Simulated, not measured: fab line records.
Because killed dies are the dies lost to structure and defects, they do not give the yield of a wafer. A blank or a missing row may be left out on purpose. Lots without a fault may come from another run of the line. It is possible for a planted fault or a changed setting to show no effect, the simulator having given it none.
Split-lot trial :: flow sfq-line :: on a route of 325 steps: 5 lots, 23 wafers read

== THE SPLIT ==
At SFQ_TRILAYER_M4_LITHO_EXPOSE_094 (exposes mask M4, target cd 500 nm), the setting dose-mj was moved away from the recipe's 14.4 on 5 of the 23 wafers read, by +2.6% to +6.7%. The other wafers ran this setting at the recipe's value.

== FROM THE SPLIT TO THE READING: what the file shows between them, 2 steps ==
- SFQ_TRILAYER_M4_LITHO_PEB_096: peb time 60 s
- SFQ_TRILAYER_M4_LITHO_DEVELOP_095: time 60 s

== THE READING ==
M4.cd-nm (the simulator's own value, which no gauge read), in nm, at SFQ_TRILAYER_M4_BARC_OPEN_METAL_ETCH_123 (etches BARC in O2, target depth 125 nm, time 41.7 s). There is no usual value for it anywhere in the file. Here, 18 wafers ran the recipe; their average is 490.5 nm with a standard deviation of 0.9 nm.

wafer: L074.1
tool, chamber at the split: krf-scanner-02, 0
dose-mj as run: 14.4
against the recipe: recipe
M4.cd-nm, nm: 490.9
against lot-mates on the recipe: -

wafer: L074.2
tool, chamber at the split: krf-scanner-02, 0
dose-mj as run: 15.36
against the recipe: +6.7%
M4.cd-nm, nm: 479.2
against lot-mates on the recipe: -11.7

wafer: L074.3
tool, chamber at the split: krf-scanner-02, 0
dose-mj as run: 14.4
against the recipe: recipe
M4.cd-nm, nm: 490.4
against lot-mates on the recipe: -

wafer: L074.4
tool, chamber at the split: krf-scanner-02, 0
dose-mj as run: 15.36
against the recipe: +6.7%
M4.cd-nm, nm: 479
against lot-mates on the recipe: -11.9

wafer: L074.5
tool, chamber at the split: krf-scanner-02, 0
dose-mj as run: 14.4
against the recipe: recipe
M4.cd-nm, nm: 491.3
against lot-mates on the recipe: -

wafer: L077.1
tool, chamber at the split: krf-scanner-01, 0
dose-mj as run: 14.4
against the recipe: recipe
M4.cd-nm, nm: 489.5
against lot-mates on the recipe: -

wafer: L077.3
tool, chamber at the split: krf-scanner-01, 0
dose-mj as run: 14.78
against the recipe: +2.6%
M4.cd-nm, nm: 485.7
against lot-mates on the recipe: -3.9

wafer: L077.4
tool, chamber at the split: krf-scanner-01, 0
dose-mj as run: 14.78
against the recipe: +2.6%
M4.cd-nm, nm: 486.8
against lot-mates on the recipe: -2.8

wafer: L077.5
tool, chamber at the split: krf-scanner-01, 0
dose-mj as run: 14.78
against the recipe: +2.6%
M4.cd-nm, nm: 485.5
against lot-mates on the recipe: -4.1

wafer: L077.6
tool, chamber at the split: krf-scanner-01, 0
dose-mj as run: 14.4
against the recipe: recipe
M4.cd-nm, nm: 489.6
against lot-mates on the recipe: -

wafer: L078.1
tool, chamber at the split: krf-scanner-01, 0
dose-mj as run: 14.4
against the recipe: recipe
M4.cd-nm, nm: 492.8
against lot-mates on the recipe: -

wafer: L078.2
tool, chamber at the split: krf-scanner-01, 0
dose-mj as run: 14.4
against the recipe: recipe
M4.cd-nm, nm: 490.8
against lot-mates on the recipe: -

wafer: L078.3
tool, chamber at the split: krf-scanner-01, 0
dose-mj as run: 14.4
against the recipe: recipe
M4.cd-nm, nm: 491
against lot-mates on the recipe: -

wafer: L078.5
tool, chamber at the split: krf-scanner-01, 0
dose-mj as run: 14.4
against the recipe: recipe
M4.cd-nm, nm: 491.5
against lot-mates on the recipe: -

wafer: L078.6
tool, chamber at the split: krf-scanner-01, 0
dose-mj as run: 14.4
against the recipe: recipe
M4.cd-nm, nm: 491.1
against lot-mates on the recipe: -

wafer: L080.2
tool, chamber at the split: krf-scanner-01, 0
dose-mj as run: 14.4
against the recipe: recipe
M4.cd-nm, nm: 490.2
against lot-mates on the recipe: -

wafer: L080.5
tool, chamber at the split: krf-scanner-01, 0
dose-mj as run: 14.4
against the recipe: recipe
M4.cd-nm, nm: 490.8
against lot-mates on the recipe: -

wafer: L080.6
tool, chamber at the split: krf-scanner-01, 0
dose-mj as run: 14.4
against the recipe: recipe
M4.cd-nm, nm: 490.5
against lot-mates on the recipe: -

wafer: L083.1
tool, chamber at the split: krf-scanner-01, 0
dose-mj as run: 14.4
against the recipe: recipe
M4.cd-nm, nm: 490.4
against lot-mates on the recipe: -

wafer: L083.2
tool, chamber at the split: krf-scanner-01, 0
dose-mj as run: 14.4
against the recipe: recipe
M4.cd-nm, nm: 490.6
against lot-mates on the recipe: -

wafer: L083.3
tool, chamber at the split: krf-scanner-01, 0
dose-mj as run: 14.4
against the recipe: recipe
M4.cd-nm, nm: 489.5
against lot-mates on the recipe: -

wafer: L083.5
tool, chamber at the split: krf-scanner-01, 0
dose-mj as run: 14.4
against the recipe: recipe
M4.cd-nm, nm: 490.2
against lot-mates on the recipe: -

wafer: L083.6
tool, chamber at the split: krf-scanner-01, 0
dose-mj as run: 14.4
against the recipe: recipe
M4.cd-nm, nm: 488.6
against lot-mates on the recipe: -

FIT RESULTS
A straight line over all 23 wafers: M4.cd-nm changes by -1.72 nm for each +1% of dose-mj; r = -0.97; the points scatter about the line by 0.86 nm.
The same after taking each lot's own level away (the mean of its wafers on the recipe; 23 wafers): -1.7 nm for each +1%; r = -0.98; scatter 0.68 nm.
That fit puts the effect of the largest move of dose-mj on the reading at 11 nm.
From 489.55 to 491.44 nm: that is the span of the lots' own levels, equal to 2.1 times the standard deviation above.
Consequently the slope shifts little with the lot-to-lot level, the two slopes agreeing.
Check: for one of the wafers moved furthest among these (+6.7%), held out of the fit, the line's prediction against its lot-mates is -11 nm. It came out at -11.7 nm against them.

== ADDITIONAL SPLITS CARRIED BY THESE WAFERS ==
Before the reading, these wafers also passed through other splits. Each is held against what the fit with the lots' levels taken away leaves over:
other split on the same wafers: SFQ_TRILAYER_M2_LITHO_EXPOSE_058 dose-mj
wafers away from the commonest value: 7
r with M4.cd-nm (lot level and that fit taken away): +0.32

other split on the same wafers: SFQ_TRILAYER_I2_CMP_CMP_064 leave-above-ref-nm
wafers away from the commonest value: 6
r with M4.cd-nm (lot level and that fit taken away): -0.31

other split on the same wafers: SFQ_TRILAYER_I2_VIA_LITHO_PEB_070 peb-temp-c
wafers away from the commonest value: 11
r with M4.cd-nm (lot level and that fit taken away): -0.12

other split on the same wafers: SFQ_TRILAYER_I2_VIA_ETCH_VIA_ETCH_070 source-w
wafers away from the commonest value: 4
r with M4.cd-nm (lot level and that fit taken away): +0.24

other split on the same wafers: SFQ_TRILAYER_M3_DEP_SPUTTER_073 power-w
wafers away from the commonest value: 9
r with M4.cd-nm (lot level and that fit taken away): -0.22

other split on the same wafers: SFQ_TRILAYER_M3_BARC_OPEN_METAL_ETCH_100 icp-w
wafers away from the commonest value: 5
r with M4.cd-nm (lot level and that fit taken away): +0.23

other split on the same wafers: SFQ_TRILAYER_I3_VIA_LITHO_COAT_085 spin-rpm
wafers away from the commonest value: 9
r with M4.cd-nm (lot level and that fit taken away): +0.32

other split on the same wafers: SFQ_TRILAYER_I3_VIA_BARC_OPEN_VIA_ETCH_121 source-w
wafers away from the commonest value: 8
r with M4.cd-nm (lot level and that fit taken away): +0.05

== FILE'S OWN FIT ==
M4.cd-nm changes by -1.71 nm for each +1% of dose-mj, r = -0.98.
